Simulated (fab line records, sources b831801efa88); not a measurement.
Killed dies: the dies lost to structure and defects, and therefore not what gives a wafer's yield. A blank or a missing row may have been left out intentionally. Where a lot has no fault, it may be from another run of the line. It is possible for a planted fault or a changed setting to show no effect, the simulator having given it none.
A struck lot beside a sound one / flow sky130 / 44 out of 708 route steps
Sound: the wafers L535.2, L535.5, L535.6. Struck: wafer L548.3 (left out: L548.1, L548.6 of the same lot, which were not struck); the cause appears at the end.
At each step with rows: each side's tool, then ch and its chambers, then its first start. Under that, the readings that differ: sound wafers / struck wafers / difference of the means / sigmas: that difference in standard deviations of wafers without a fault.
alike: readings whose means differ by less than 2 such deviations, and words and numbers that are the same on both sides. not compared: withheld readings, readings that some wafer has no value for, bounds like >300 that may hide the same value, and numbers for which the record gives no deviation and whose values overlap.
The two part at a step that has a row with sigmas, a row that says differs or no value, or rows on one side only. Numbers that have no deviation but don't overlap get no sigmas and don't part them. A reading that every wafer of one side lacks parts them only if that side has two wafers or more.

SKY_SPACER_THK_MEAS_01:
  struck on film-metro-01, day 29 03:04; sound on film-metro-04, day 24 16:55
  alike: SPACER_CVD_00_THK
SKY_SPACER_ETCHBACK_02: etches Si3N4 in CH3F/O2, stops on SiO2, time 46.7 s, target depth 45 nm.
  sound on rie-diel-04 ch 1,2,3, day 24 16:58; struck on rie-diel-01 ch 3, day 29 03:08
  alike: drypump-motor-current-A, oes-product-au, throttle-valve-pct
  not compared: rf-hours-counter-h
then, 8 steps without rows for these wafers: SKY_POLY_CUT_DEHYDRATE_00 (time 60 s); SKY_POLY_CUT_HMDS_01 (prime time 60 s); SKY_POLY_CUT_COAT_02 (resist thk 60 nm); SKY_POLY_CUT_COAT_03 (resist thk 450 nm); SKY_POLY_CUT_SOFTBAKE_04 (time 90 s); SKY_POLY_CUT_EXPOSE_05 (exposes mask NPCM, target cd 270 nm); SKY_POLY_CUT_PEB_06; SKY_POLY_CUT_DEVELOP_07 (develop time 60 s).
SKY_POLY_CUT_CD_MEAS_08: the cd target is 270 nm.
  struck on cd-sem-01, day 30 06:40; sound on cd-sem-01, day 25 22:32
reading=cd-nm (nm); sound=268.5 266.9 268.0; struck=270.5; difference=+2.7; sigmas=+2
SKY_POLY_CUT_OVL_MEAS_09:
  struck on overlay-02, day 30 06:47; sound on overlay-01, day 25 22:39
  alike: POLY_CUT_OVL
SKY_POLY_CUT_ETCH_10: etches BARC in N2/H2, stops on SiO2, time 45.9 s, target depth 60 nm.
  sound on rie-diel-03 ch 0,1,3, day 25 22:41; struck on rie-diel-01 ch 0, day 30 06:50
reading=oes-product-au (a.u.); sound=0.847 0.855 0.850; struck=0.720; difference=-0.131; sigmas=-27
reading=model.etch.depth-nm (nm); sound=59.97 60.12 59.87; struck=42.35; difference=-17.64; sigmas=
reading=model.KrF-thick_of_POLY_CUT_COAT_03.thk-nm (nm); sound=410.4 410.5 409.5; struck=423.3; difference=+13.2; sigmas=
  alike: drypump-motor-current-A, throttle-valve-pct
  not compared: rf-hours-counter-h, model.POLY_CUT.cd-nm
SKY_POLY_CUT_ETCH_11: etches Si3N4 in CF4/CH2F2/Ar, stops on poly-Si, time 42.5 s, target depth 60 nm.
  sound on rie-diel-03 ch 0,1,3, day 25 22:43; struck on rie-diel-01 ch 0, day 30 06:52
reading=oes-product-au (a.u.); sound=0.820 0.831 0.820; struck=0.375; difference=-0.449; sigmas=-71
reading=throttle-valve-pct (%); sound=15.005 15.005 14.997; struck=14.949; difference=-0.053; sigmas=-6
  alike: drypump-motor-current-A
  not compared: rf-hours-counter-h, model.POLY_CUT.cd-nm
SKY_POLY_CUT_STRIP_12: strips in O2/N2.
  sound on plasma-asher-01 ch 0,1, day 25 22:46; struck on plasma-asher-03 ch 0, day 30 06:55
reading=strip-time-to-endpoint-s (s); sound=5.374 5.367 5.382; struck=5.505; difference=+0.131; sigmas=+8
  alike: drypump-motor-current-A, oes-product-au
  not compared: rf-hours-counter-h
then, 7 steps without rows for these wafers: SKY_SD_P_DEHYDRATE_00 (time 60 s); SKY_SD_P_HMDS_01 (prime time 60 s); SKY_SD_P_COAT_02 (resist thk 1140 nm); SKY_SD_P_SOFTBAKE_03 (time 60 s); SKY_SD_P_EXPOSE_04 (exposes mask PSDM, target cd 380 nm); SKY_SD_P_PEB_05; SKY_SD_P_DEVELOP_06 (develop time 60 s).
SKY_SD_P_CD_MEAS_07: the cd target is 380 nm.
  struck on cd-sem-02, day 31 09:56; sound on cd-sem-01, day 27 02:50
  alike: cd-nm
SKY_SD_P_OVL_MEAS_08:
  struck on overlay-02, day 31 10:04; sound on overlay-01, day 27 02:56
  alike: SD_P_OVL
following that, these wafers have no rows for 1 step: SKY_SD_P_IMPLANT_09.
SKY_SD_P_STRIP_10: strips in O2/N2.
  sound on plasma-asher-01 ch 0,1, day 27 03:07; struck on plasma-asher-02 ch 0, day 31 10:15
  alike: drypump-motor-current-A, oes-product-au, strip-time-to-endpoint-s
  not compared: rf-hours-counter-h
SKY_SD_P_TW_MEAS_11:
  struck on film-metro-02, day 31 10:21; sound on film-metro-02, day 27 03:14
  alike: SD_P_TW
then, 8 steps without rows for these wafers: SKY_RES_XHIGH_DEHYDRATE_00 (time 60 s); SKY_RES_XHIGH_HMDS_01 (prime time 60 s); SKY_RES_XHIGH_COAT_02 (resist thk 1140 nm); SKY_RES_XHIGH_SOFTBAKE_03 (time 60 s); SKY_RES_XHIGH_EXPOSE_04 (exposes mask URPM, target cd 1270 nm); SKY_RES_XHIGH_PEB_05; SKY_RES_XHIGH_DEVELOP_06 (develop time 60 s); SKY_RES_XHIGH_IMPLANT_07.
SKY_RES_XHIGH_STRIP_08: strips in O2/N2.
  sound on plasma-asher-02 ch 0,1, day 28 08:05; struck on plasma-asher-02 ch 0, day 32 12:47
  alike: drypump-motor-current-A, oes-product-au, strip-time-to-endpoint-s
  not compared: rf-hours-counter-h
SKY_RES_XHIGH_TW_MEAS_09:
  struck on film-metro-04, day 32 12:53; sound on film-metro-02, day 28 08:11
  alike: RES_XHIGH_TW
then, 5 steps without rows for these wafers: SKY_SD_N_DEHYDRATE_00 (time 60 s); SKY_SD_N_HMDS_01 (prime time 60 s); SKY_SD_N_COAT_02 (resist thk 1140 nm); SKY_SD_N_SOFTBAKE_03 (time 60 s); SKY_SD_N_EXPOSE_04 (exposes mask NSDM, target cd 380 nm).
SKY_SD_N_CD_MEAS_07: the cd target is 380 nm.
  struck on cd-sem-01, day 33 15:44; sound on cd-sem-01, day 29 11:56
  not compared: cd-nm
SKY_SD_N_OVL_MEAS_08:
  struck on overlay-02, day 33 15:52; sound on overlay-02, day 29 12:02
  not compared: SD_N_OVL

== WHERE THEY PART ==
At SKY_POLY_CUT_CD_MEAS_08 first; at SKY_POLY_CUT_STRIP_12 last (within this record only). Later steps at which nothing parts them and some readings are alike: SKY_SD_P_CD_MEAS_07, SKY_SD_P_OVL_MEAS_08, SKY_SD_P_STRIP_10, SKY_SD_P_TW_MEAS_11, SKY_RES_XHIGH_STRIP_08, SKY_RES_XHIGH_TW_MEAS_09.

WHY: what had been put in by the simulator
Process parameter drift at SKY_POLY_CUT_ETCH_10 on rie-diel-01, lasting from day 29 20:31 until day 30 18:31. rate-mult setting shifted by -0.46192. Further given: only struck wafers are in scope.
